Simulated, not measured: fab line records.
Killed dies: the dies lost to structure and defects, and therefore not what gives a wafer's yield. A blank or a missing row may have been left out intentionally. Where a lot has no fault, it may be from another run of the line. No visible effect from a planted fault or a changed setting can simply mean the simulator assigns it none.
Chamber matching -- flow sky130 -- SKY_CAPM_CVD_00 on pecvd-04: 3 sister chambers
The step deposits SiO2, target thk 15.5 nm. 6 wafers are shown with their chamber, then 10 later ones without.

== WAFERS, EACH WITH ITS CHAMBER ==
wafer,chamber,heater-power-w (W)
L084.3,2,833
L087.3,2,758
L088.1,1,772
L088.5,0,693
L089.2,1,763
L089.4,0,757

== WAFERS MISSING THEIR CHAMBER ==
wafer,heater-power-w (W)
L089.5,751
L092.1,758
L092.3,708
L092.5,687
L094.1,816
L094.2,780
L094.3,737
L094.4,821
L094.5,795
L094.6,724

== WHICH CHAMBER EACH ONE RAN IN ==
wafer,from the rows above,in truth
L089.5,can't be placed: 1 or 0 or 2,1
L092.1,can't be placed: 1 or 0 or 2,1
L092.3,can't be placed: 0 or 1 or 2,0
L092.5,can't be placed: 0 or 1 or 2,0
L094.1,can't be placed: 2 or 1 or 0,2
L094.2,can't be placed: 1 or 2 or 0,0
L094.3,can't be placed: 0 or 1 or 2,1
L094.4,can't be placed: 2 or 1 or 0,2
L094.5,can't be placed: 2 or 1 or 0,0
L094.6,can't be placed: 0 or 1 or 2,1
0 of 10 placed correctly. From these rows, 10 cannot be placed; in 10 the true chamber is one of the candidates. 0 placed wrongly.
How it was worked out, from the rows above alone: a wafer's distance from a chamber is the root of the sum, over the readings, of the square of ((its reading less the chamber's mean) divided by the reading's scatter). The wafer belongs to the nearest chamber; if the next one is less than 2 further off, it can't be placed. A chamber's mean is the mean of its shown wafers. The scatter is the square root of a quotient: the sum, over the shown wafers, of each reading's squared deviation from its chamber's mean, divided by wafers minus chambers.
